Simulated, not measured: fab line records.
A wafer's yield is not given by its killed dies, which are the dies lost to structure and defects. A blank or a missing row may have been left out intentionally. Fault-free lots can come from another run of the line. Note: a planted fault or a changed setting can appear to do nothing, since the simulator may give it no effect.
Which of the tools did it? / flow sky130 / at 1 step of a route of 708, 12 lots with 36 wafers sampled

## WHAT THE GAUGES READ, wafer by wafer
SKY_GATE_OXIDE_TW_MEAS_14.
lot=L560; measured=day 14 05:26; on=film metro-03; GATE_OXIDE_TW=225.0 225.2 225.4
lot=L563; measured=day 15 03:08; on=film metro-03; GATE_OXIDE_TW=225.4 226.6 223.5
lot=L564; measured=day 15 07:52; on=film metro-02; GATE_OXIDE_TW=218.1 220.8 219.6
lot=L565; measured=day 15 16:47; on=film metro-04; GATE_OXIDE_TW=224.1 224.5 223.8
lot=L566; measured=day 16 05:47; on=film metro-03; GATE_OXIDE_TW=223.6 223.6 224.1
lot=L567; measured=day 16 16:25; on=film metro-03; GATE_OXIDE_TW=224.9 224.9 223.9
lot=L570; measured=day 17 15:54; on=film metro-04; GATE_OXIDE_TW=226.7 226.1 226.6
lot=L571; measured=day 17 19:27; on=film metro-03; GATE_OXIDE_TW=225.3 226.0 227.0
lot=L575; measured=day 19 08:14; on=film metro-02; GATE_OXIDE_TW=219.0 219.7 220.5
lot=L576; measured=day 19 14:09; on=film metro-02; GATE_OXIDE_TW=221.1 220.5 220.7
lot=L578; measured=day 20 11:20; on=film metro-04; GATE_OXIDE_TW=227.0 226.4 227.4
lot=L583; measured=day 22 00:26; on=film metro-03; GATE_OXIDE_TW=227.1 225.2 225.7

## EACH LOT AND THE TOOL THAT RAN IT (in order: tool; ch and the chambers of the sampled wafers; start)
The record holds no process step before these readings.

## AS READ BY THE TOOLS THEMSELVES (means over the sampled wafers that have a number; for cases with no such wafer, the mark the record gives instead)
The record holds no such reading with a usual standard deviation.

## THE ANSWER, worked out from the rows above alone
Rule: the lots themselves supply what counts as usual. The widest of any qualifying gaps counts: lots, ordered by their means at a reading, are off when they make up no more than a third of the lots, leave a main group of 4 or more, and stand apart from it by 3 or more times the standard deviation of that group's means. A main group whose means are all the same, to the digits that the tables above print for the reading, isn't used. A lot without any number at a reading at which 4 lots or more have one is off too. Where the step has rows for the other lots, those lots are counted as sound. Order of review: gauges by route order, followed by the tools' own readings, for which a lot's mean as printed above is used. At the first step where some lot is off, the reading lying furthest off is the one used; lots without a number count as furthest.
None of the lots is off at any reading shown; this tells nothing.

## WHAT THE SIMULATOR HAD PUT IN
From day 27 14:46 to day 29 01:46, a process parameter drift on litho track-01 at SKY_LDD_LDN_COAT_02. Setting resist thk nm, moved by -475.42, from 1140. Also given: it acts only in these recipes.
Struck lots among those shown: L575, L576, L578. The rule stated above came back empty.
